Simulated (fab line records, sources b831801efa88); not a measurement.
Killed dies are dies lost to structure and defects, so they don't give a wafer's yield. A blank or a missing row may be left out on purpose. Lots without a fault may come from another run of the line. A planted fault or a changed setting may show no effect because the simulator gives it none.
fab line records | flow sfq_line
record lots=5 wafers=23
route steps=325 shown M6@256 I6@267 M7@285 I7@303 M8@319
start_h: hours from the record's first day to the start of the lot's first wafer shown | wait_h: hours since the lot's step before | " the same as in the row above | L1.1+2: a row that stands for several wafers | - no value, or no start given | * or withheld: withheld | < > ~ a bound
route shown NAME@n: a module of which the file shows steps, and the number in the route of the first | usual: mean/standard deviation of fault-free wafers | same: alike in all rows | chamber/n: place in a boat | sites: the reading at each site | _std_site: their standard deviation | _edge_site: outer sites' mean less inner sites' | radius_mm: how far each site lies from the wafer's centre | mask NAME#n: copy n | behind: the tool/chamber that last shaped the wafer | hold: why the lot was held/for how many hours/how that ended | device: the transistor (n, p or np) that didn't switch | end of line: the same wafers' tests at the end of the route | a step without rows: its recipe alone | killed: dies lost to structure and defects at the first sort, not the wafer's yield | map: a wafer's dies, x killed, . not, _ none there
set.NAME: the setting as run; set.NAME@STEP: as run at that earlier step | model.NAME: the simulator's own value behind a step, which no gauge read
lots whose settings were changed on purpose; a table a step, a row a wafer
## steps
# step SFQ_TRILAYER_M6_LITHO_COAT_159
# recipe resist=KrF spin_rpm=3000 resist_thk_nm=600
# columns lot.wafer tool chamber start_h wait_h set.resist_thk_nm model.KrF_of_TRILAYER_M6_LITHO_COAT_159.thk_nm
L075.1 litho_track-03 0 1355.02 0.2 600 597.8
L075.2+3 " 0 " " 600 -
L075.5 " 0 " " 600 598
L075.6 " 0 " " 600 597.6
L080.1 litho_track-03 0 1411.42 0.2 600 598.5
L080.3 " 0 " " 600 598.6
L080.4 " 0 " " 600 600.1
L080.5 " 0 " " 600 600.6
L080.6 " 0 " " 600 599.8
L082.1 litho_track-02 0 1424.62 0.2 566.2 565.7
L082.2+6 " 0 " " 600 -
L082.4 " 0 " " 566.2 -
L082.5 " 0 " " 600 598.1
L084.1 litho_track-01 0 1435.42 0.2 624.8 622.2
L084.2 " 0 " " 624.8 622.7
L084.4 " 0 " " 600 598
L084.5 " 0 " " 600 599.1
L084.6 " 0 " " 624.8 621.6
L085.2 litho_track-02 0 1445.07 0.2 600 599.6
L085.3 " 0 " " 600 601.6
L085.4 " 0 " " 600 599.4
# step SFQ_TRILAYER_M6_LITHO_SOFTBAKE_163
# recipe temp_c=withheld time_s=withheld resist=KrF
# step SFQ_TRILAYER_M6_LITHO_EXPOSE_160
# recipe mask_id=M6 na=0.6 source_shape=conventional sigma_outer=0.65 target_cd_nm=500 dose_mj=14.4
# step SFQ_TRILAYER_M6_LITHO_DEVELOP_161
# recipe time_s=60 resist=KrF
# step SFQ_TRILAYER_M6_BARC_OPEN_METAL_ETCH_206
# recipe mask_material=PR chemistry=O2 target_depth_nm=125 target=BARC icp_w=600 bias_w=80 pressure_mtorr=10 time_s=41.7
# columns lot.wafer tool chamber start_h wait_h set.resist_thk_nm@TRILAYER_M6_LITHO_COAT_159 model.KrF_of_TRILAYER_M6_LITHO_COAT_159.thk_nm
L075.1 rie_metal-01 1 1429.86 0.0 600 520.9
L075.2+3 " 0 " " 600 -
L075.5 " 1 " " 600 521.6
L075.6 " 0 " " 600 521.4
L080.1+3 rie_metal-01 1 1489.41 0.0 600 521.2
L080.4 " 0 " " 600 523.1
L080.5 " 1 " " 600 523.5
L080.6 " 0 " " 600 522.8
L082.1 rie_metal-03 1 1502.71 0.0 566.2 488.2
L082.2+6 " 0 " " 600 -
L082.4 " 1 " " 566.2 -
L082.5 " 1 " " 600 520.7
L084.1 rie_metal-04 0 1513.51 0.0 624.8 545.9
L084.2 " 1 " " 624.8 545.2
L084.4 " 0 " " 600 521.3
L084.5 " 1 " " 600 521.5
L084.6 " 0 " " 624.8 544.7
L085.2 rie_metal-03 0 1519.51 0.0 600 523.6
L085.3 " 1 " " 600 524
L085.4 " 0 " " 600 523.8
# step SFQ_TRILAYER_M6_ETCH_METAL_ETCH_162
# recipe target=Nb stop_on=SiO2 mask_material=PR chemistry=Cl2/Ar target_depth_nm=240 icp_w=600 bias_w=80 pressure_mtorr=10 time_s=120
# usual oes_product_au=0.894/0.0068
# columns lot.wafer tool chamber start_h wait_h set.time_s@TRILAYER_M6_DEP_SPUTTER_157 set.resist_thk_nm@TRILAYER_M6_LITHO_COAT_159 oes_product_au model.KrF_of_TRILAYER_M6_LITHO_COAT_159.thk_nm
L075.1 rie_metal-01 1 1429.92 0.0 133.3 600 0.891 379.2
L075.2 " 0 " " 140.3 600 0.939 -
L075.3 " 0 " " 140.3 600 0.928 -
L075.5 " 1 " " 133.3 600 0.907 380.3
L075.6 " 0 " " 133.3 600 0.900 380.8
L080.1 rie_metal-01 1 1489.49 0.1 133.3 600 0.888 379.3
L080.3 " 1 " " 133.3 600 0.900 380
L080.4 " 0 " " 133.3 600 0.890 382.2
L080.5 " 1 " " 133.3 600 0.881 381.8
L080.6 " 0 " " 133.3 600 0.888 382.8
L082.1 rie_metal-03 1 1502.77 0.0 133.3 566.2 0.898 344.4
L082.2 " 0 " " 147.8 600 0.941 -
L082.4 " 1 " " 147.8 566.2 0.951 -
L082.5 " 1 " " 133.3 600 0.894 377.8
L082.6 " 0 " " 147.8 600 0.946 -
L084.1 rie_metal-04 0 1513.57 0.0 133.3 624.8 0.889 405.1
L084.2 " 1 " " 133.3 624.8 0.895 401.7
L084.4 " 0 " " 133.3 600 0.896 379.9
L084.5 " 1 " " 133.3 600 0.892 377.2
L084.6 " 0 " " 133.3 624.8 0.900 404.5
L085.2 rie_metal-03 0 1519.57 0.0 133.3 600 0.893 386
L085.3 " 1 " " 133.3 600 0.887 382.9
L085.4 " 0 " " 133.3 600 0.895 386.6
# step SFQ_TRILAYER_I6_CMP_CMP_166
# recipe material=SiO2 down_force_psi=3 platen_rpm=60 pad_velocity_m_s=0.94248
# columns lot.wafer tool chamber start_h wait_h set.leave_above_ref_nm model.SiO2_of_TRILAYER_I6_DEP_PECVD_165.thk_nm
L075.3 cmp-02 0 1446.47 15.6 200 200.2
L075.2 " 2 1447.47 16.6 185.7 186.2
L075.1 " 3 " " 200 199.7
L075.6 " 0 " " 200 200.1
L075.5 " 1 " " 185.7 185.7
L080.3 cmp-01 2 1500.60 9.9 212.7 213.8
L080.4 " 3 " " 212.7 212.4
L080.1 " 0 " " 200 200
L080.6 " 2 1502.75 12.0 212.7 213.3
L080.5 " 3 " " 200 199.9
L082.4 cmp-01 0 1510.29 6.5 200 202
L082.1 " 2 1511.37 7.7 200 200.5
L082.2+5 " 3,0 " " 200 201.6
L082.6 " 1 1512.98 9.2 200 199.5
L084.1 cmp-01 1 1519.52 5.0 200 199.9
L084.2 " 2 " " 206.4 207.5
L084.4 " 3 " " 206.4 209.1
L084.6 " 1 1521.52 7.0 200 199.6
L084.5 " 2 " " 200 200.5
L085.3 cmp-01 1 1523.02 2.5 200 198.4
L085.2 " 2 " " 200 199.6
L085.4 " 3 " " 200 201.1
# step SFQ_TRILAYER_I6_METRO_MEASURE_167
# usual thk_nm=200.5/1
# columns lot.wafer tool chamber start_h wait_h set.leave_above_ref_nm@TRILAYER_I6_CMP_CMP_166 thk_nm
L075.1 film_metro-04 - 1449.59 0.1 200 199.7
L075.2 " - " " 185.7 186.1
L075.3 " - " " 200 200.2
L075.5 " - " " 185.7 185.6
L075.6 " - " " 200 200.1
L080.1 film_metro-01 - 1503.95 0.1 200 200.2
L080.3 " - " " 212.7 213.7
L080.4 " - " " 212.7 212.4
L080.5 " - " " 200 199.9
L080.6 " - " " 212.7 213.3
L082.1 film_metro-03 - 1513.64 0.1 200 200.3
L082.2 " - " " 200 201.6
L082.4 " - " " 200 202.0
L082.5 " - " " 200 201.7
L082.6 " - " " 200 199.6
L084.1 film_metro-04 - 1522.64 0.1 200 200.0
L084.2 " - " " 206.4 207.5
L084.4 " - " " 206.4 209.0
L084.5 " - " " 200 200.3
L084.6 " - " " 200 199.4
L085.2 film_metro-01 - 1525.84 0.3 200 199.5
L085.3 " - " " 200 198.4
L085.4 " - " " 200 201.1
# step SFQ_TRILAYER_I6_VIA_LITHO_EXPOSE_170
# recipe mask_id=I6 na=0.6 source_shape=conventional sigma_outer=0.65 target_cd_nm=700 dose_mj=21.3
# columns lot.wafer tool chamber start_h wait_h mask set.dose_mj
L075.1+6 krf_scanner-01 0 1496.02 - I6#0 21.3
L075.2+3+5 " 0 " " I6#0 22.64
L080.1+6 krf_scanner-01 0 1559.80 - I6#0 21.3
L080.3+4+5 " 0 " " I6#0 19.81
L082.1+2+4 krf_scanner-01 0 1569.40 - I6#0 21.99
L082.5+6 " 0 " " I6#0 21.3
L084.1+6 krf_scanner-01 0 1581.40 - I6#0 21.3
L084.2+4+5 " 0 " " I6#0 20.19
L085.2+3+4 krf_scanner-01 0 1584.00 - I6#0 21.3
# step SFQ_TRILAYER_I6_VIA_BARC_OPEN_VIA_ETCH_235
# recipe mask_material=PR chemistry=O2 target_depth_nm=125 target=BARC source_w=500 bias_w=80 pressure_mtorr=30 time_s=41.7
# columns lot.wafer tool chamber start_h wait_h set.source_w set.dose_mj@TRILAYER_I6_VIA_LITHO_EXPOSE_170 model.I6.cd_nm
L075.1 rie_diel-04 0 1497.55 0.0 531.6 21.3 700.5
L075.2 " 3 " " 500 22.64 708.2
L075.3 " 2 " " 531.6 22.64 709.5
L075.5 " 2 " " 500 22.64 710.5
L075.6 " 1 " " 500 21.3 700.5
L080.1 rie_diel-03 1 1561.34 0.0 466.7 21.3 700.7
L080.3 " 2 " " 466.7 19.81 688.2
L080.4 " 0 " " 466.7 19.81 689.4
L080.5 " 0 " " 500 19.81 688.3
L080.6 " 3 " " 500 21.3 700.2
L082.1 rie_diel-02 0 1570.94 0.0 500 21.99 707.1
L082.2 " 2 " " 500 21.99 705.4
L082.4 " 1 " " 500 21.99 705.8
L082.5 " 0 " " 500 21.3 700.7
L082.6 " 1 " " 500 21.3 698.9
L084.1 rie_diel-03 1 1582.94 0.0 500 21.3 702.5
L084.2 " 0 " " 440.7 20.19 691.9
L084.4 " 2 " " 500 20.19 692.1
L084.5 " 1 " " 440.7 20.19 693.3
L084.6 " 0 " " 500 21.3 701.7
L085.2 rie_diel-02 0 1585.34 0.0 500 21.3 699.8
L085.3 " 2 " " 500 21.3 701.6
L085.4 " 3 " " 500 21.3 702.4
# step SFQ_TRILAYER_I6_VIA_ETCH_VIA_ETCH_172
# recipe target=SiO2 stop_on=Nb mask_material=PR taper_deg=20 chemistry=CHF3 target_depth_nm=260 source_w=500 bias_w=80 pressure_mtorr=30 time_s=withheld
# usual oes_product_au=0.856/0.0061
# columns lot.wafer tool chamber start_h wait_h set.leave_above_ref_nm@TRILAYER_I6_CMP_CMP_166 set.dose_mj@TRILAYER_I6_VIA_LITHO_EXPOSE_170 oes_product_au model.etch.depth_nm model.I6.feature_depth_nm model.I6.cd_nm
L075.1 rie_diel-04 0 1497.59 0.0 200 21.3 0.852 199.6 199.6 700
L075.2 " 3 " " 185.7 22.64 0.825 - 186.2 709.6
L075.3 " 2 " " 200 22.64 0.859 - 200.2 710
L075.5 " 2 " " 185.7 22.64 0.812 185.7 185.7 710.6
L075.6 " 1 " " 200 21.3 0.859 200.1 200.1 700.6
L080.1 rie_diel-03 1 1561.38 0.0 200 21.3 0.863 200 200 698.3
L080.3 " 2 " " 212.7 19.81 0.890 213.8 213.8 689.9
L080.4 " 0 " " 212.7 19.81 0.880 212.4 212.4 688.8
L080.5 " 0 " " 200 19.81 0.853 199.9 199.9 687.8
L080.6 " 3 " " 212.7 21.3 0.900 213.3 213.3 700
L082.1 rie_diel-02 0 1570.98 0.0 200 21.99 0.857 200.5 200.5 711.7
L082.2 " 2 " " 200 21.99 0.853 - 201.6 706.7
L082.4 " 1 " " 200 21.99 0.867 - 202 704.3
L082.5 " 0 " " 200 21.3 0.858 - 201.6 702.5
L082.6 " 1 " " 200 21.3 0.853 - 199.5 697.2
L084.1 rie_diel-03 1 1582.98 0.0 200 21.3 0.852 - 199.9 702.3
L084.2 " 0 " " 206.4 20.19 0.867 207.5 207.5 694.2
L084.4 " 2 " " 206.4 20.19 0.875 - 209.1 695.2
L084.5 " 1 " " 200 20.19 0.850 200.5 200.5 691.9
L084.6 " 0 " " 200 21.3 0.853 199.6 199.6 702.2
L085.2 rie_diel-02 0 1585.38 0.0 200 21.3 0.854 199.6 199.6 701.8
L085.3 " 2 " " 200 21.3 0.849 198.4 198.4 702.7
L085.4 " 3 " " 200 21.3 0.864 201.1 201.1 702.9
# step SFQ_TRILAYER_M7_LITHO_COAT_182
# recipe resist=BARC spin_rpm=3000 resist_thk_nm=62
# columns lot.wafer tool chamber start_h wait_h set.spin_rpm model.BARC_of_TRILAYER_M7_LITHO_COAT_182.thk_nm
L075.1 litho_track-03 0 1499.06 0.3 2871 63.13
L075.2 " 0 " " 2871 63.17
L075.3 " 0 " " 3000 61.71
L075.5 " 0 " " 3000 61.86
L075.6 " 0 " " 3000 61.69
L080.1 litho_track-02 0 1562.58 0.1 3000 62.11
L080.3+6 " 0 " " 3000 62.01
L080.4 " 0 " " 3000 62.06
L080.5 " 0 " " 3000 62.1
L082.1 litho_track-02 0 1572.18 0.1 3000 61.71
L082.2 " 0 " " 3000 61.74
L082.4 " 0 " " 3000 61.68
L082.5 " 0 " " 3000 61.9
L082.6 " 0 " " 3000 61.78
L084.1 litho_track-04 0 1584.16 0.1 2844 63.4
L084.2 " 0 " " 3000 61.79
L084.4 " 0 " " 2844 63.59
L084.5 " 0 " " 2844 63.54
L084.6 " 0 " " 3000 61.85
L085.2 litho_track-02 0 1586.61 0.1 3000 61.78
L085.3 " 0 " " 3000 61.69
L085.4 " 0 " " 3000 61.68
# step SFQ_TRILAYER_M7_LITHO_COAT_177
# recipe resist=KrF spin_rpm=3000 resist_thk_nm=600
# columns lot.wafer tool chamber start_h wait_h set.resist_thk_nm model.KrF_of_TRILAYER_M7_LITHO_COAT_177.thk_nm
L075.1 litho_track-03 0 1499.36 0.2 600 600
L075.2 " 0 " " 600 599.5
L075.3 " 0 " " 600 600.4
L075.5 " 0 " " 600 599.8
L075.6 " 0 " " 600 601.2
L080.1 litho_track-02 0 1562.88 0.2 600 597.5
L080.3 " 0 " " 600 598
L080.4 " 0 " " 614.4 611.5
L080.5 " 0 " " 614.4 611.2
L080.6 " 0 " " 614.4 611.3
L082.1 litho_track-02 0 1572.48 0.2 600 600.3
L082.2 " 0 " " 576 575.4
L082.4 " 0 " " 600 599
L082.5 " 0 " " 576 575
L082.6 " 0 " " 600 602.1
L084.1 litho_track-04 0 1584.46 0.2 584.5 580.8
L084.2 " 0 " " 600 598.6
L084.4 " 0 " " 600 597.2
L084.5 " 0 " " 584.5 583.3
L084.6 " 0 " " 600 597.6
L085.2 litho_track-02 0 1586.91 0.2 600 599.5
L085.3 " 0 " " 600 599.9
L085.4 " 0 " " 600 598.6
# step SFQ_TRILAYER_M7_LITHO_SOFTBAKE_181
# recipe temp_c=withheld time_s=withheld resist=KrF
# step SFQ_TRILAYER_M7_LITHO_EXPOSE_178
# recipe mask_id=M7 na=0.6 source_shape=conventional sigma_outer=0.65 target_cd_nm=500 dose_mj=14.4
# step SFQ_TRILAYER_M7_LITHO_DEVELOP_179
# recipe time_s=60 resist=KrF
# step SFQ_TRILAYER_M7_BARC_OPEN_METAL_ETCH_229
# recipe mask_material=PR chemistry=O2 target_depth_nm=125 target=BARC icp_w=600 bias_w=80 pressure_mtorr=10 time_s=41.7
# columns lot.wafer tool chamber start_h wait_h set.spin_rpm@TRILAYER_M7_LITHO_COAT_182 model.etch.depth_nm
L075.1 rie_metal-04 0 1572.11 0.0 2871 63.13
L075.2 " 1 " " 2871 -
L075.3 " 0 " " 3000 -
L075.5 " 0 " " 3000 61.86
L075.6 " 1 " " 3000 61.69
L080.1 rie_metal-03 0 1617.25 0.0 3000 62.11
L080.3+6 " 0,1 " " 3000 62.01
L080.4 " 1 " " 3000 62.06
L080.5 " 0 " " 3000 62.1
L082.1 rie_metal-04 1 1625.59 0.0 3000 61.71
L082.2+4+5+6 " 0,1,1,0 " " 3000 -
L084.1+4 rie_metal-02 1 1636.39 0.0 2844 -
L084.2 " 0 " " 3000 61.79
L084.5 " 1 " " 2844 63.54
L084.6 " 0 " " 3000 61.85
L085.2 rie_metal-02 0 1638.79 0.0 3000 61.78
L085.3 " 1 " " 3000 61.69
L085.4 " 0 " " 3000 61.68
# step SFQ_TRILAYER_M7_ETCH_METAL_ETCH_180
# recipe target=Nb stop_on=SiO2 mask_material=PR chemistry=Cl2/Ar target_depth_nm=240 icp_w=600 bias_w=80 pressure_mtorr=10 time_s=120
# columns lot.wafer tool chamber start_h wait_h set.resist_thk_nm@TRILAYER_M7_LITHO_COAT_177 model.KrF_of_TRILAYER_M7_LITHO_COAT_177.thk_nm
L075.1 rie_metal-04 0 1572.17 0.0 600 384.5
L075.2 " 1 " " 600 376.2
L075.3 " 0 " " 600 384.2
L075.5 " 0 " " 600 383.6
L075.6 " 1 " " 600 378.1
L080.1 rie_metal-03 0 1617.31 0.0 600 383.1
L080.3 " 0 " " 600 384.5
L080.4 " 1 " " 614.4 392.4
L080.5 " 0 " " 614.4 396.4
L080.6 " 1 " " 614.4 392
L082.1 rie_metal-04 1 1625.65 0.0 600 378.1
L082.2 " 0 " " 576 356.2
L082.4 " 1 " " 600 375.2
L082.5 " 1 " " 576 351.3
L082.6 " 0 " " 600 382.9
L084.1 rie_metal-02 1 1636.45 0.0 584.5 365.2
L084.2 " 0 " " 600 382.5
L084.4 " 1 " " 600 381.6
L084.5 " 1 " " 584.5 367.8
L084.6 " 0 " " 600 380.8
L085.2 rie_metal-02 0 1638.85 0.0 600 379.9
L085.3 " 1 " " 600 382.1
L085.4 " 0 " " 600 378.6
# step SFQ_TRILAYER_I7_VIA_LITHO_EXPOSE_188
# recipe mask_id=I7 na=0.6 source_shape=conventional sigma_outer=0.65 target_cd_nm=1000 dose_mj=21.3
# columns lot.wafer tool chamber start_h wait_h mask set.dose_mj
L075.1+2+6 krf_scanner-01 0 1654.52 - I7#0 21.3
L075.3+5 " 0 " " I7#0 20.74
L080.1+3+4+5+6 krf_scanner-01 0 1694.77 - I7#0 21.3
L082.1+4+5 krf_scanner-01 0 1703.17 - I7#0 21.3
L082.2+6 " 0 " " I7#0 19.86
L084.1+2+4+5+6 krf_scanner-01 0 1711.57 - I7#0 21.3
L085.2+3+4 krf_scanner-01 0 1712.97 - I7#0 21.3
# step SFQ_TRILAYER_M8_DEP_EVAP_197
# recipe material=Ti angular_spread_deg=1 target_thk_nm=20 time_s=100 power_w=2000
# columns lot.wafer tool chamber start_h wait_h set.time_s model.Ti_of_TRILAYER_M8_DEP_EVAP_197.thk_nm
L075.1+2 pvd_sputter-01 - 1699.21 0.0 100 20.01
L075.3 " - " " 100 20.36
L075.5 " - " " 100 20.22
L075.6 " - " " 100 20.23
L080.1 pvd_sputter-01 - 1737.84 0.0 114.2 22.25
L080.3 " - " " 100 19.27
L080.4 " - " " 114.2 22.61
L080.5 " - " " 100 19.74
L080.6 " - " " 114.2 22.49
L082.1 pvd_sputter-02 - 1746.24 0.0 114.9 22.89
L082.2 " - " " 100 19.35
L082.4 " - " " 100 19.64
L082.5 " - " " 114.9 22.49
L082.6 " - " " 100 19.68
L084.1 pvd_sputter-02 - 1754.64 0.0 104.8 20.71
L084.2 " - " " 104.8 20.54
L084.4 " - " " 100 19.93
L084.5 " - " " 100 19.54
L084.6 " - " " 104.8 20.77
L085.2 pvd_sputter-01 - 1755.84 0.0 100 20.27
L085.3 " - " " 100 19.97
L085.4 " - " " 100 20.19
## key
split step=SFQ_TRILAYER_M6_LITHO_COAT_159 setting=resist_thk_nm stated=600 by=wafer
response step=SFQ_TRILAYER_M6_LITHO_COAT_159 reading=model.KrF_of_TRILAYER_M6_LITHO_COAT_159.thk_nm change=+5.73 per=1% r=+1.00
response step=SFQ_TRILAYER_M6_BARC_OPEN_METAL_ETCH_206 reading=model.KrF_of_TRILAYER_M6_LITHO_COAT_159.thk_nm change=+5.77 per=1% r=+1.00
response step=SFQ_TRILAYER_M6_ETCH_METAL_ETCH_162 reading=model.KrF_of_TRILAYER_M6_LITHO_COAT_159.thk_nm change=+6.02 per=1% r=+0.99
split step=SFQ_TRILAYER_I6_CMP_CMP_166 setting=leave_above_ref_nm stated=200 by=wafer
response step=SFQ_TRILAYER_I6_CMP_CMP_166 reading=model.SiO2_of_TRILAYER_I6_DEP_PECVD_165.thk_nm change=+2.08 per=1% r=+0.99
response step=SFQ_TRILAYER_I6_METRO_MEASURE_167 reading=thk_nm change=+2.07 per=1% r=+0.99
response step=SFQ_TRILAYER_I6_VIA_ETCH_VIA_ETCH_172 reading=oes_product_au change=+0.00535 per=1% r=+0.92
response step=SFQ_TRILAYER_I6_VIA_ETCH_VIA_ETCH_172 reading=model.etch.depth_nm change=+2.06 per=1% r=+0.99
response step=SFQ_TRILAYER_I6_VIA_ETCH_VIA_ETCH_172 reading=model.I6.feature_depth_nm change=+2.07 per=1% r=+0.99
split step=SFQ_TRILAYER_I6_VIA_LITHO_EXPOSE_170 setting=dose_mj stated=21.3 by=wafer
response step=SFQ_TRILAYER_I6_VIA_BARC_OPEN_VIA_ETCH_235 reading=model.I6.cd_nm change=+1.66 per=1% r=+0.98
response step=SFQ_TRILAYER_I6_VIA_ETCH_VIA_ETCH_172 reading=model.I6.cd_nm change=+1.61 per=1% r=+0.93
split step=SFQ_TRILAYER_I6_VIA_BARC_OPEN_VIA_ETCH_235 setting=source_w stated=500 by=wafer
response none clear
split step=SFQ_TRILAYER_M7_LITHO_COAT_182 setting=spin_rpm stated=3000 by=wafer
response step=SFQ_TRILAYER_M7_LITHO_COAT_182 reading=model.BARC_of_TRILAYER_M7_LITHO_COAT_182.thk_nm change=-0.325 per=1% r=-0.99
response step=SFQ_TRILAYER_M7_BARC_OPEN_METAL_ETCH_229 reading=model.etch.depth_nm change=-0.324 per=1% r=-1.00
split step=SFQ_TRILAYER_M7_LITHO_COAT_177 setting=resist_thk_nm stated=600 by=wafer
response step=SFQ_TRILAYER_M7_LITHO_COAT_177 reading=model.KrF_of_TRILAYER_M7_LITHO_COAT_177.thk_nm change=+6.13 per=1% r=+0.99
response step=SFQ_TRILAYER_M7_ETCH_METAL_ETCH_180 reading=model.KrF_of_TRILAYER_M7_LITHO_COAT_177.thk_nm change=+5.71 per=1% r=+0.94
split step=SFQ_TRILAYER_I7_VIA_LITHO_EXPOSE_188 setting=dose_mj stated=21.3 by=wafer
response none in this file
split step=SFQ_TRILAYER_M8_DEP_EVAP_197 setting=time_s stated=100 by=wafer
response step=SFQ_TRILAYER_M8_DEP_EVAP_197 reading=model.Ti_of_TRILAYER_M8_DEP_EVAP_197.thk_nm change=+0.208 per=1% r=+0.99
split outside_this_file step=SFQ_TRILAYER_M6_DEP_SPUTTER_157 setting=time_s
# split outside_this_file: this setting was split too, and the file shows its column; the key of that split is in another file
